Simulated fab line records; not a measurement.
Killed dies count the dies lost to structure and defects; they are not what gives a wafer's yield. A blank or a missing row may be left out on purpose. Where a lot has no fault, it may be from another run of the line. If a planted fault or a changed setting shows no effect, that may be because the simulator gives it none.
2 desks, one fault || flow gf180mcu || numbers are kept per desk, each desk with only its own; the story behind them comes last

## METROLOGY DESK
What the gauges read for every lot (on any tool): the sampled wafers with a number, averaged. A lot is out of limits, marked OUT, if its mean lies more than 4 standard deviations from the usual mean; the brackets give that distance.
Columns: A = HV_LDD_03_OVL at GF_HV_LDD_OVL_MEAS_47, usual -1.7 nm; B = PSD_RS at GF_PSD_RS_MEAS_15, usual 108.58 ohm/sq; C = SAB_CVD_00_THK at GF_SAB_THK_MEAS_01, usual 49.9 nm
{"lot": "L804", "first seen here": "day 12 12:07", "A": -1.3, "B": 108.31, "C": 49.3}
{"lot": "L807", "first seen here": "day 13 18:53", "A": -1.1, "B": 108.67, "C": 49.6}
{"lot": "L808", "first seen here": "day 14 05:10", "A": -0.9, "B": 109.05, "C": 50.3}
{"lot": "L809", "first seen here": "day 14 12:37", "A": -2.6, "B": 108.69, "C": 50.4}
{"lot": "L811", "first seen here": "day 15 01:01", "A": -0.9, "B": 108.54, "C": 49.4}
{"lot": "L814", "first seen here": "day 16 00:37", "A": -0.7, "B": 108.50, "C": 49.3}
{"lot": "L816", "first seen here": "day 16 18:49", "A": -2.2, "B": 108.05, "C": 50.8}
{"lot": "L817", "first seen here": "day 16 23:47", "A": -1.6, "B": 108.60, "C": 50.3}
{"lot": "L820", "first seen here": "day 18 01:25", "A": -2.0, "B": "110.55 (+6.8) OUT", "C": 49.7}
{"lot": "L822", "first seen here": "day 18 17:38", "A": -2.9, "B": "109.91 (+4.6) OUT", "C": 49.8}
{"lot": "L824", "first seen here": "day 19 14:08", "A": -1.3, "B": 108.66, "C": 50.4}
Per this desk, out of limits: L820, L822; the first was L820, day 20 06:28 (PSD_RS at GF_PSD_RS_MEAS_15). Within limits: L804, L807, L808, L809, L811, L814, L816, L817, L824.

## AT THE TOOL OWNER'S DESK: implanter-04
The tool's own readings at GF_PSD_IMPLANT_09, given as means over the sampled wafers that have a number, one for each lot that went through this tool. A lot is out of limits, marked OUT, if its mean lies more than 4 standard deviations from the usual mean; the brackets give that distance.
Columns: A = beam-energy-keV at GF_PSD_IMPLANT_09, usual 39.997
{"lot": "L804", "first seen here": "day 14 08:37", "A": 39.988}
{"lot": "L807", "first seen here": "day 15 16:53", "A": 40.003}
{"lot": "L817", "first seen here": "day 19 02:55", "A": 39.988}
{"lot": "L820", "first seen here": "day 20 05:54", "A": "38.767 (-95) OUT"}
{"lot": "L822", "first seen here": "day 20 21:34", "A": "38.754 (-96) OUT"}
This desk's verdict: out of limits on L820, L822, starting with L820 at day 20 05:54 (beam-energy-keV at GF_PSD_IMPLANT_09). Within limits: L804, L807, L817.

## ALL TOGETHER
The tool owner's desk had the chance to raise an alarm at day 20 05:54 on L820, L822.
Metrology desk: alarm possible at day 20 06:28 on L820, L822.
Every lot named ran GF_PSD_IMPLANT_09 on implanter-04.

## WHAT WAS PUT IN BY THE SIMULATOR
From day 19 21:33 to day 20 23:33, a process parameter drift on implanter-04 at GF_PSD_IMPLANT_09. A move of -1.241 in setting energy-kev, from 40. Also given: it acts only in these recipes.
Struck lots among those shown: L820, L822.
Delay (hours) between the fault's onset and each desk's first out-of-limits reading: 8 at the tool owner's desk, 9 at the metrology desk.
